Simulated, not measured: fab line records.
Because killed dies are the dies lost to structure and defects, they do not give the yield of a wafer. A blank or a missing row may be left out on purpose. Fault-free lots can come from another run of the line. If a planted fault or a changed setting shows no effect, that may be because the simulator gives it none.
What tool caused it? :: flow gf180mcu :: 72 wafers from 24 lots sampled at 3 of the route's 602 steps

WHAT EACH GAUGE READ, for each wafer
GF_MIM_RS_MEAS_10: measurement is done with a four-point probe.
lot: L074
measured: day 24 01:29
on: film metro-02
MIM_ALCU_RS (ohm/sq): 0.1606 0.1593 0.1590

lot: L075
measured: day 24 16:37
on: film metro-01
MIM_ALCU_RS (ohm/sq): 0.1608 0.1596 0.1600

lot: L076
measured: day 24 18:43
on: film metro-02
MIM_ALCU_RS (ohm/sq): 0.1592 0.1630 0.1619

lot: L077
measured: day 25 06:23
on: film metro-01
MIM_ALCU_RS (ohm/sq): 0.1597 0.1606 0.1598

lot: L078
measured: day 25 15:44
on: film metro-04
MIM_ALCU_RS (ohm/sq): 0.1603 0.1583 0.1582

lot: L079
measured: day 26 02:12
on: film metro-04
MIM_ALCU_RS (ohm/sq): 0.1601 0.1600 0.1619

lot: L080
measured: day 26 06:02
on: film metro-02
MIM_ALCU_RS (ohm/sq): 0.1597 0.1581 0.1595

lot: L081
measured: day 26 20:56
on: film metro-01
MIM_ALCU_RS (ohm/sq): 0.1610 0.1626 0.1579

lot: L082
measured: day 26 21:31
on: film metro-02
MIM_ALCU_RS (ohm/sq): 0.1622 0.1596 0.1591

lot: L083
measured: day 27 11:32
on: film metro-04
MIM_ALCU_RS (ohm/sq): 0.1590 0.1608 0.1573

lot: L084
measured: day 27 16:16
on: film metro-02
MIM_ALCU_RS (ohm/sq): 0.1579 0.1603 0.1610

lot: L085
measured: day 28 05:12
on: film metro-01
MIM_ALCU_RS (ohm/sq): 0.1586 0.1576 0.1581

lot: L086
measured: day 28 05:51
on: film metro-01
MIM_ALCU_RS (ohm/sq): 0.1583 0.1581 0.1603

lot: L087
measured: day 28 18:15
on: film metro-04
MIM_ALCU_RS (ohm/sq): 0.1602 0.1628 0.1598

lot: L088
measured: day 29 00:13
on: film metro-01
MIM_ALCU_RS (ohm/sq): 0.1615 0.1599 0.1622

lot: L089
measured: day 29 11:14
on: film metro-02
MIM_ALCU_RS (ohm/sq): 0.1599 0.1609 0.1613

lot: L090
measured: day 30 00:05
on: film metro-02
MIM_ALCU_RS (ohm/sq): 0.1598 0.1571 0.1605

lot: L091
measured: day 30 08:56
on: film metro-02
MIM_ALCU_RS (ohm/sq): 0.1603 0.1605 0.1587

lot: L092
measured: day 30 14:01
on: film metro-04
MIM_ALCU_RS (ohm/sq): 0.1626 0.1610 0.1614

lot: L093
measured: day 30 16:35
on: film metro-01
MIM_ALCU_RS (ohm/sq): 0.1610 0.1618 0.1614

lot: L094
measured: day 30 19:19
on: film metro-02
MIM_ALCU_RS (ohm/sq): 0.1594 0.1620 0.1623

lot: L095
measured: day 30 22:14
on: film metro-02
MIM_ALCU_RS (ohm/sq): 0.1606 0.1593 0.1613

lot: L096
measured: day 31 04:39
on: film metro-04
MIM_ALCU_RS (ohm/sq): 0.1597 0.1609 0.1590

lot: L097
measured: day 31 13:46
on: film metro-01
MIM_ALCU_RS (ohm/sq): 0.1594 0.1602 0.1607

GF_V5_BOW_MEAS_05.
lot: L074
measured: day 25 21:46
on: film metro-03
V5_BOW (um): 133 137 148

lot: L075
measured: day 26 12:11
on: film metro-02
V5_BOW (um): 141 142 129

lot: L076
measured: day 26 14:58
on: film metro-03
V5_BOW (um): 119 117 131

lot: L077
measured: day 27 01:58
on: film metro-04
V5_BOW (um): 130 145 131

lot: L078
measured: day 27 10:51
on: film metro-02
V5_BOW (um): 129 131 139

lot: L079
measured: day 27 20:08
on: film metro-02
V5_BOW (um): 141 125 126

lot: L080
measured: day 28 00:40
on: film metro-04
V5_BOW (um): 134 115 121

lot: L081
measured: day 28 13:58
on: film metro-04
V5_BOW (um): 130 136 138

lot: L082
measured: day 28 14:58
on: film metro-03
V5_BOW (um): 132 131 132

lot: L083
measured: day 29 04:10
on: film metro-02
V5_BOW (um): 121 126 118

lot: L084
measured: day 29 08:07
on: film metro-04
V5_BOW (um): 122 117 127

lot: L085
measured: day 29 21:03
on: film metro-03
V5_BOW (um): 137 132 136

lot: L086
measured: day 29 21:34
on: film metro-03
V5_BOW (um): 121 121 129

lot: L087
measured: day 30 08:48
on: film metro-03
V5_BOW (um): 123 137 131

lot: L088
measured: day 30 15:23
on: film metro-02
V5_BOW (um): 130 139 125

lot: L089
measured: day 31 00:15
on: film metro-03
V5_BOW (um): 129 133 138

lot: L090
measured: day 31 13:40
on: film metro-03
V5_BOW (um): 141 134 130

lot: L091
measured: day 31 20:44
on: film metro-03
V5_BOW (um): 114 122 117

lot: L092
measured: day 32 02:08
on: film metro-02
V5_BOW (um): 138 119 127

lot: L093
measured: day 32 04:16
on: film metro-03
V5_BOW (um): 128 131 148

lot: L094
measured: day 32 07:14
on: film metro-02
V5_BOW (um): 127 130 143

lot: L095
measured: day 32 10:34
on: film metro-03
V5_BOW (um): 117 116 131

lot: L096
measured: day 32 16:12
on: film metro-03
V5_BOW (um): 131 137 145

lot: L097
measured: day 33 00:52
on: film metro-02
V5_BOW (um): 132 116 114

TOOL THAT RAN EACH LOT (tool first, then ch and the chambers of the sampled wafers, then the start)
lot: L074
GF_MIM_CVD_05: pecvd-01 ch 0,1,2, day 24 01:17

lot: L075
GF_MIM_CVD_05: pecvd-01 ch 0,2, day 24 16:24

lot: L076
GF_MIM_CVD_05: pecvd-04 ch 0,1, day 24 18:32

lot: L077
GF_MIM_CVD_05: pecvd-04 ch 0,1, day 25 06:11

lot: L078
GF_MIM_CVD_05: pecvd-01 ch 0,1, day 25 15:30

lot: L079
GF_MIM_CVD_05: pecvd-01 ch 1,2, day 26 01:58

lot: L080
GF_MIM_CVD_05: pecvd-03 ch 0,2, day 26 05:48

lot: L081
GF_MIM_CVD_05: pecvd-01 ch 0,1, day 26 20:44

lot: L082
GF_MIM_CVD_05: pecvd-03 ch 0,1,2, day 26 21:20

lot: L083
GF_MIM_CVD_05: pecvd-04 ch 0,1, day 27 11:20

lot: L084
GF_MIM_CVD_05: pecvd-03 ch 1,2, day 27 16:04

lot: L085
GF_MIM_CVD_05: pecvd-03 ch 2, day 28 04:56

lot: L086
GF_MIM_CVD_05: pecvd-04 ch 0,1,2, day 28 05:37

lot: L087
GF_MIM_CVD_05: pecvd-01 ch 0,1, day 28 18:04

lot: L088
GF_MIM_CVD_05: pecvd-01 ch 0,2, day 29 00:02

lot: L089
GF_MIM_CVD_05: pecvd-04 ch 0,1, day 29 11:02

lot: L090
GF_MIM_CVD_05: pecvd-04 ch 0, day 29 23:52

lot: L091
GF_MIM_CVD_05: pecvd-03 ch 0,1,2, day 30 08:44

lot: L092
GF_MIM_CVD_05: pecvd-03 ch 0,1,2, day 30 13:47

lot: L093
GF_MIM_CVD_05: pecvd-03 ch 0,2, day 30 16:21

lot: L094
GF_MIM_CVD_05: pecvd-04 ch 0,1,2, day 30 19:05

lot: L095
GF_MIM_CVD_05: pecvd-01 ch 0,1,2, day 30 22:02

lot: L096
GF_MIM_CVD_05: pecvd-01 ch 0,1,2, day 31 04:25

lot: L097
GF_MIM_CVD_05: pecvd-01 ch 0,2, day 31 13:34
- GF_MIM_CVD_05: deposits Si3N4, target thk 42 nm, time 29.086 s.

WHAT THE TOOLS THEMSELVES READ (means of the sampled wafers that have a number; where no wafer has one, the mark that the record gives instead)
GF_MIM_CVD_05.
lot: L074
tool: pecvd-01
heater power w (W): 639

lot: L075
tool: pecvd-01
heater power w (W): 689

lot: L076
tool: pecvd-04
heater power w (W): 616

lot: L077
tool: pecvd-04
heater power w (W): 552

lot: L078
tool: pecvd-01
heater power w (W): 674

lot: L079
tool: pecvd-01
heater power w (W): 644

lot: L080
tool: pecvd-03
heater power w (W): 705

lot: L081
tool: pecvd-01
heater power w (W): 657

lot: L082
tool: pecvd-03
heater power w (W): 691

lot: L083
tool: pecvd-04
heater power w (W): 536

lot: L084
tool: pecvd-03
heater power w (W): 605

lot: L085
tool: pecvd-03
heater power w (W): 595

lot: L086
tool: pecvd-04
heater power w (W): 637

lot: L087
tool: pecvd-01
heater power w (W): 629

lot: L088
tool: pecvd-01
heater power w (W): 692

lot: L089
tool: pecvd-04
heater power w (W): 569

lot: L090
tool: pecvd-04
heater power w (W): 462

lot: L091
tool: pecvd-03
heater power w (W): 684

lot: L092
tool: pecvd-03
heater power w (W): 641

lot: L093
tool: pecvd-03
heater power w (W): 713

lot: L094
tool: pecvd-04
heater power w (W): 625

lot: L095
tool: pecvd-01
heater power w (W): 654

lot: L096
tool: pecvd-01
heater power w (W): 663

lot: L097
tool: pecvd-01
heater power w (W): 637

THE ANSWER, worked out from the rows above alone
Rule: what is usual is taken from the lots themselves. Put in order of their means at a reading, lots are off if they are a third of the lots or fewer, leave a main group of 4 or more, and stand apart from it by a gap of 3 or more times the standard deviation of the main group's means; of several such gaps the widest counts. A main group whose means are all the same, to the digits that the tables above print for the reading, isn't used. Also off: a lot with no number at a reading for which 4 or more lots have one. The other lots that the step has rows for count as sound. The gauges are gone through in route order, then the tools' own readings, and for those a lot's mean is taken as printed above. At the first step where some lot is off, the reading lying furthest off is the one used; lots without a number count as furthest.
Across all readings shown, no lot is off: no conclusion can be drawn from this.

WHAT WAS PUT IN BY THE SIMULATOR
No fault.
